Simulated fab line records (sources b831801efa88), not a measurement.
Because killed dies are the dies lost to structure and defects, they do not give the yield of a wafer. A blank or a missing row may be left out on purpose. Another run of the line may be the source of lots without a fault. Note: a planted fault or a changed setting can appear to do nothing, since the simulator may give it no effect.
A sampling plan put to the test ; flow gf180mcu ; one fab line, 43 faults that these records tell of, each judged on the records of the lots that it struck; 1 more is left out, because the records don't allow judging it
The plan is the line's own looks: the steps of the route at which a gauge or an inspection reads the wafer and doesn't change it. Where struck wafers have a number at a look and the file lists that look's usual mean and standard deviation on fault-free wafers, the look can be judged. Caught: a look later than the fault's first step finds the struck wafers' mean 4 or more of those standard deviations (sigma) from the usual mean. On the tool: the identical test, applied to the tool's own readings at the steps of the fault. Also counted as caught: the struck wafers showing another recipe, or a record that is empty for them alone.

## THE FAULTS, as the simulator had put them in
1. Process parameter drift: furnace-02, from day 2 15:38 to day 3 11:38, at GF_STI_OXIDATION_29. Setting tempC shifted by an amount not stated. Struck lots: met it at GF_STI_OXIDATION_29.
2. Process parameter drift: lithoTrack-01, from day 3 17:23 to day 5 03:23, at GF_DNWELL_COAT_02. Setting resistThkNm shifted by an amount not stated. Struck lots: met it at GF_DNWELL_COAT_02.
3. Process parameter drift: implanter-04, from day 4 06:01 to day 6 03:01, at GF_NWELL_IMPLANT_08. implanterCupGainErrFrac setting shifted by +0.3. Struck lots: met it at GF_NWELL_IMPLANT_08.
4. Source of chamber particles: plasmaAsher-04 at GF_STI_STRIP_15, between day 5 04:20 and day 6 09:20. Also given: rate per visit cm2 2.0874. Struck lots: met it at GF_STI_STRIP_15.
5. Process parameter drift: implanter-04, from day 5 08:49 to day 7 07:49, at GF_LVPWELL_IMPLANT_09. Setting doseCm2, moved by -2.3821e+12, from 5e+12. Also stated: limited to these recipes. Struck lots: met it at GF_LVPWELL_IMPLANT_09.
6. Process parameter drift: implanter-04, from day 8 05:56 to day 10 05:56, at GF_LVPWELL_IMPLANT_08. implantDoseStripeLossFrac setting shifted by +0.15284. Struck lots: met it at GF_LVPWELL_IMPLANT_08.
7. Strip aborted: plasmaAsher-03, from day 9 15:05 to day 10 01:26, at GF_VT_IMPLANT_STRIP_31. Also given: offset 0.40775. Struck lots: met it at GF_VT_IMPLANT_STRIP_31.
8. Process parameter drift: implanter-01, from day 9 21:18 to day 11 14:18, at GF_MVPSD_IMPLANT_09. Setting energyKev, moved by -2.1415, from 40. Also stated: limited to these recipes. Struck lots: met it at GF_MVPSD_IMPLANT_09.
9. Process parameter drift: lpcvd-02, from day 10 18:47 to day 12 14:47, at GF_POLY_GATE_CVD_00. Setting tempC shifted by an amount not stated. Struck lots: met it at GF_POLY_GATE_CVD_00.
10. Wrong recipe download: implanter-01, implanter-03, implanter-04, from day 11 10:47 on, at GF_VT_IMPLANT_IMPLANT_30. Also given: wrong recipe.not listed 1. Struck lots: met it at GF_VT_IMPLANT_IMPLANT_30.
11. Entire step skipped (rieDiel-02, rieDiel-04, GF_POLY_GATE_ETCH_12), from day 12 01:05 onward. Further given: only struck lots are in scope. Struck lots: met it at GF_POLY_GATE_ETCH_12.
12. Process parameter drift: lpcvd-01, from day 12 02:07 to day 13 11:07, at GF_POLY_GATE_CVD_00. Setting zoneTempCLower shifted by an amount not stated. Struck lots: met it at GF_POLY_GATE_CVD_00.
13. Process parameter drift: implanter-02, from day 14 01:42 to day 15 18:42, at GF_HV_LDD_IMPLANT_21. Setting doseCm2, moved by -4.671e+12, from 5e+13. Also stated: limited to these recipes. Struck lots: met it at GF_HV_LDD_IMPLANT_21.
14. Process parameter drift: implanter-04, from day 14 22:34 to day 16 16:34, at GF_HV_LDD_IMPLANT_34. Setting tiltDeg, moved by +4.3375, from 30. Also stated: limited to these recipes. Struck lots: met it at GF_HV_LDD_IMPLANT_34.
15. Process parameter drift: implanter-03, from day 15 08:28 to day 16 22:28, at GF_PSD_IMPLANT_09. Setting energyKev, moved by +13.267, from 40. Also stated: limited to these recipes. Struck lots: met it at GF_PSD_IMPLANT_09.
16. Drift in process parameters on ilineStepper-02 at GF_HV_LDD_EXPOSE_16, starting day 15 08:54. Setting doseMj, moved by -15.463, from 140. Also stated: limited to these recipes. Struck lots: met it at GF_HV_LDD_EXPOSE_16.
17. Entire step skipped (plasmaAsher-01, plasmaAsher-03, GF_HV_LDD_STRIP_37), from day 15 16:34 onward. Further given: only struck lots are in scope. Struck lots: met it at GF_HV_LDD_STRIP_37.
18. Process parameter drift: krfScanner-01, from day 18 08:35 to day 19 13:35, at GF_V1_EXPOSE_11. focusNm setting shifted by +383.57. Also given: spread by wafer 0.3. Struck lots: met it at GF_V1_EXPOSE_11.
19. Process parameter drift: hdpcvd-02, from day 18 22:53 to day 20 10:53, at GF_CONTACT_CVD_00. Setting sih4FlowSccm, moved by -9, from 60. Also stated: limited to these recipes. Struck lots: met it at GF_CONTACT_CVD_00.
20. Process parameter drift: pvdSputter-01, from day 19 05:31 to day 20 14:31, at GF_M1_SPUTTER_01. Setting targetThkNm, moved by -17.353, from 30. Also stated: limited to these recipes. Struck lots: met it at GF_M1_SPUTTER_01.
21. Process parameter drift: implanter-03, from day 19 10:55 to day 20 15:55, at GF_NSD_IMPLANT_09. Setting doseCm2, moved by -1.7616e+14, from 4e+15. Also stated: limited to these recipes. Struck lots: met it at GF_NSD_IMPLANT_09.
22. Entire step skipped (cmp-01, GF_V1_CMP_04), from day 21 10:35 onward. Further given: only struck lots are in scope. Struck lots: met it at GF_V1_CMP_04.
23. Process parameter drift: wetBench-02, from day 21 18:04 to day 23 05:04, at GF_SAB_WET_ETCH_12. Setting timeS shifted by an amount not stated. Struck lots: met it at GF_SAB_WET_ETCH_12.
24. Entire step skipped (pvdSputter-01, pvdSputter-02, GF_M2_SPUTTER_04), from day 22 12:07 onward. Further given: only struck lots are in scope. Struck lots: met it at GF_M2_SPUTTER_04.
25. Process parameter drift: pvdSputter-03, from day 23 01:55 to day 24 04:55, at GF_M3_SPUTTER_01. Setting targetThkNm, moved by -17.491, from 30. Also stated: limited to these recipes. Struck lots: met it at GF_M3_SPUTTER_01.
26. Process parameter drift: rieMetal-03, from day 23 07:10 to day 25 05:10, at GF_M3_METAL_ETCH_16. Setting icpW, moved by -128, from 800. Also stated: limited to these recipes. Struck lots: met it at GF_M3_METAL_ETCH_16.
27. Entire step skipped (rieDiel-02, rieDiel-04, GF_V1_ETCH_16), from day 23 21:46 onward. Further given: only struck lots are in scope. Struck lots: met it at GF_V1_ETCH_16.
28. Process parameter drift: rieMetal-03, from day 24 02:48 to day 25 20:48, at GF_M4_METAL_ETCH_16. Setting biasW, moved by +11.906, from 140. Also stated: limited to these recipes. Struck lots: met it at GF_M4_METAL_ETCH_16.
29. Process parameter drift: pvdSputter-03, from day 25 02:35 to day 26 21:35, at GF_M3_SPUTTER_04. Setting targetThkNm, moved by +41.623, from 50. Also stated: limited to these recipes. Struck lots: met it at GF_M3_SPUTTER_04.
30. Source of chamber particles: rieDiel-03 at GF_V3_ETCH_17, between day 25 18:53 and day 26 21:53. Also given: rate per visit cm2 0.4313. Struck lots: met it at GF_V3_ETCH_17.
31. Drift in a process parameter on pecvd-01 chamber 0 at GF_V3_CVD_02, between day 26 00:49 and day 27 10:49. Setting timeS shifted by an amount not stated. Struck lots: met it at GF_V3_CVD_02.
32. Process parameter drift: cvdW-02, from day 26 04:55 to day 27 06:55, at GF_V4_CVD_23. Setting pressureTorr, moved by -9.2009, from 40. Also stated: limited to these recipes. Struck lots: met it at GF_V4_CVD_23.
33. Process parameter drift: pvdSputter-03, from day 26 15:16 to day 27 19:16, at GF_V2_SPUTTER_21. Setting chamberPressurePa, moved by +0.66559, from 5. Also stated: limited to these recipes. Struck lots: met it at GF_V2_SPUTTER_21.
34. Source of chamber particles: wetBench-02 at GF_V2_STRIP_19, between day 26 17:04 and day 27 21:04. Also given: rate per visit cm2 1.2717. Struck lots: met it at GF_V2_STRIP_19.
35. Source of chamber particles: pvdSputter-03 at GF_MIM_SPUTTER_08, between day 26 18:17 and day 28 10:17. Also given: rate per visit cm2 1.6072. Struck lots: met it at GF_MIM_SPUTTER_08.
36. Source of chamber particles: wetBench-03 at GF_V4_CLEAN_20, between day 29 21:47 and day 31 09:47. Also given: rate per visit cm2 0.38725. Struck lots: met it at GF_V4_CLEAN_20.
37. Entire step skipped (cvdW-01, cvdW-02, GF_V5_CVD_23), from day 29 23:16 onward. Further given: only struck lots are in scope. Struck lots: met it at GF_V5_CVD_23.
38. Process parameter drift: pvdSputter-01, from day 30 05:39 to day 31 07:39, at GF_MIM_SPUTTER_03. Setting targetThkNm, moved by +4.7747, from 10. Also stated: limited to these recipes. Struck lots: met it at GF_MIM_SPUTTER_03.
39. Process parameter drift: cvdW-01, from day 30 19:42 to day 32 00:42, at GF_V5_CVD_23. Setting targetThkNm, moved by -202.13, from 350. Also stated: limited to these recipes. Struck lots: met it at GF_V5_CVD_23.
40. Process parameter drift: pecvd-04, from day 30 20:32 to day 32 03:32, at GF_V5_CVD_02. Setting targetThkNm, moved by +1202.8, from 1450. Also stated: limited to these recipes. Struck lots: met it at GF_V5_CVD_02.
41. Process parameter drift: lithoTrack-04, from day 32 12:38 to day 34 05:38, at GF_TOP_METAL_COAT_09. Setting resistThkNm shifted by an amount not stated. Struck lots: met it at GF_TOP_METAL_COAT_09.
42. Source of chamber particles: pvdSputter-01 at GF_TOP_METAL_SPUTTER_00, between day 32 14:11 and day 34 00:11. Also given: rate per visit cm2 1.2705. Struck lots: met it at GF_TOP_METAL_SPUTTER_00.
43. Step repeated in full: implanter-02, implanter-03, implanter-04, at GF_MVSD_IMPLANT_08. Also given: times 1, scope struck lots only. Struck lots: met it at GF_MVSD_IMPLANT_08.

## WHAT THE PLAN SAW
fault;on the tool itself;first look that catches it;reading, sigma;median hours from its first step to that look;hours from the fault's start to the first struck lot there;judged looks passed uncaught
1;tubeCenterTempC +99 or beyond sigma;GF_STI_THK_MEAS_30;STI_OXIDATION_02_THK +17;1.4;6;0
2;no reading that can be judged;GF_NWELL_TW_MEAS_11;NWELL_TW +21;23.9;23;0
3;faradayCurrentUA +13 sigma;GF_NWELL_TW_MEAS_11;NWELL_TW -6.6;0.4;7;0
4;under 2 sigma;not the one look that can be judged after it;-;-;-;1
5;doseIonsCm2 -99 or beyond sigma;GF_VT_IMPLANT_RS_MEAS_48;LVPWELL_RS +48;96.5;96;1
6;under 2 sigma;none of the 2 looks that can be judged after it;strongest: LVPWELL_RS at GF_VT_IMPLANT_RS_MEAS_48, +3.3;-;-;2
7;oesProductAu +52 sigma;GF_VT_IMPLANT_TW_MEAS_43;VT_IMPLANT_4_TW -42;17.6;28;0
8;beamEnergyKeV -99 or beyond sigma;no look after it can be judged;-;-;-;0
9;susceptorTempC +40 sigma;GF_POLY_GATE_THK_MEAS_01;POLY_GATE_CVD_00_THK +23;1.3;11;0
10;no reading that can be judged;GF_VT_IMPLANT_TW_MEAS_32;VT_IMPLANT_3_TW +99 or beyond;0.2;1;0
11;the tool's record is blank for the struck wafers;no look after it can be judged;-;-;-;0
12;spikeTcLowerC +32 sigma;GF_POLY_GATE_THK_MEAS_01;POLY_GATE_CVD_00_THK +9.9;1.3;9;0
13;doseIonsCm2 -90 sigma;none of the 2 looks that can be judged after it;strongest: HV_LDD_2_TW at GF_HV_LDD_TW_MEAS_23, -3.9;-;-;2
14;tiltDeg +99 or beyond sigma;none of the 2 looks that can be judged after it;-;-;-;2
15;beamEnergyKeV +99 or beyond sigma;GF_PSD_TW_MEAS_11;PSD_TW +7.7;0.2;4;0
16;exposureDoseMJCm2 -99 or beyond sigma;GF_HV_LDD_CD_MEAS_19;cdNm -13;10.8;19;0
17;the tool's record is blank for the struck wafers;GF_HV_LDD_TW_MEAS_50;HV_LDD_4_TW -99 or beyond;23.1;32;0
18;no reading that can be judged;GF_V1_CD_MEAS_14;cdNm +6.1;11.9;21;0
19;sih4FlowSccm -52 sigma;GF_CONTACT_THK_MEAS_01;CONTACT_CVD_00_THK -14;0.1;8;0
20;under 2 sigma;not the one look that can be judged after it;-;-;-;1
21;doseIonsCm2 -46 sigma;GF_PSD_RS_MEAS_14;NSD_RS +4.0;24.9;28;0
22;the tool's record is blank for the struck wafers;not the one look that can be judged after it;-;-;-;1
23;runLengthS -21 sigma;no look after it can be judged;-;-;-;0
24;the tool's record is blank for the struck wafers;GF_M2_THK_MEAS_06;M2_ALCU_THK +9.2;0.2;2;0
25;under 2 sigma;no look after it can be judged;-;-;-;0
26;rfFwdPowerW -56 sigma;no look after it can be judged;-;-;-;0
27;the tool's record is blank for the struck wafers;no look after it can be judged;-;-;-;0
28;biasW +27 sigma;no look after it can be judged;-;-;-;0
29;under 2 sigma;GF_M3_THK_MEAS_06;M3_ALCU_THK -6.6;0.2;11;0
30;under 2 sigma;not the one look that can be judged after it;-;-;-;1
31;runLengthS -61 sigma;GF_V3_THK_MEAS_03;V3_CVD_02_THK -29;0.1;13;0
32;chamberPressureTorr -99 or beyond sigma;GF_V4_RS_MEAS_24;V4_W_RS +14;0.1;12;0
33;chamberPressurePa +69 sigma;no look after it can be judged;-;-;-;0
34;under 2 sigma;no look after it can be judged;-;-;-;0
35;under 2 sigma;no look after it can be judged;-;-;-;0
36;no reading that can be judged;no look after it can be judged;-;-;-;0
37;the tool's record is blank for the struck wafers;GF_V5_RS_MEAS_24;V5_W_RS +99 or beyond;0.1;6;0
38;under 2 sigma;no look after it can be judged;-;-;-;0
39;under 2 sigma;GF_V5_RS_MEAS_24;V5_W_RS +99 or beyond;0.1;2;0
40;under 2 sigma;GF_V5_THK_MEAS_03;V5_CVD_02_THK +70;0.1;2;0
41;under 2 sigma;no look after it can be judged;-;-;-;0
42;under 2 sigma;not the one look that can be judged after it;-;-;-;1
43;under 2 sigma;GF_MVSD_TW_MEAS_11;MVSD_TW +20;0.7;-;0
A dash: this means the fault isn't caught or the number doesn't appear in these records.

Caught at a look: 22 of 43. Caught on the tool: 25 of 43. By one or the other: 32 of 43.
Caught on the tool alone: faults 8, 11, 13, 14, 22, 23, 26, 27, 28, 33.
Caught at a look alone: faults 2, 10, 18, 29, 39, 40, 43.
Caught by neither: faults 4, 6, 20, 25, 30, 34, 35, 36, 38, 41, 42.

## THINNER SAMPLING
If the look that catches a fault measured only every second or every third lot, by lot number, the first struck lot would be measured this late in the worst case:
fault;struck lots at that look, in order of time;every lot;every second lot;every third lot
1;L472, L474;6 h;may miss all 2;may miss all 2
2;L793, L798;23 h;54 h;may miss all 2
3;L150, L153;7 h;23 h;may miss all 2
5;L658, L659, L665;96 h;111 h;may miss all 3
7;L850;28 h;may miss it;may miss it
9;L376, L377;11 h;12 h;may miss all 2
10;L160, L161, L162, L163;1 h;13 h;15 h
12;L221, L223;9 h;may miss all 2;may miss all 2
15;L133, L136;4 h;30 h;may miss all 2
16;L446, L447, L448, L450;19 h;27 h;33 h
17;L923, L924, L925;32 h;39 h;55 h
18;L432, L433;21 h;28 h;may miss all 2
19;L187, L189;8 h;may miss all 2;may miss all 2
21;L204, L206;28 h;may miss all 2;may miss all 2
24;L384, L385;2 h;22 h;may miss all 2
29;L307, L310;11 h;38 h;may miss all 2
31;L856;13 h;may miss it;may miss it
32;L236, L234, L237;12 h;23 h;may miss all 3
37;L253, L254;6 h;8 h;may miss all 2
39;L697, L698;2 h;18 h;may miss all 2
40;L986, L988;2 h;may miss all 2;may miss all 2
Hours are from the fault's start to the first struck lot that is measured. Since the struck wafers were tested as one group against 4 sigma, a single lot by itself may lie under the limit. Other struck lots may not be in these records.

## THE LONGEST TIMED WAY FROM STEP TO LOOK
Fault 5: a median of 96.5 hours passes between GF_LVPWELL_IMPLANT_09 and GF_VT_IMPLANT_RS_MEAS_48. The look between them that can be judged stayed within 4 sigma: GF_LVPWELL_TW_MEAS_11.
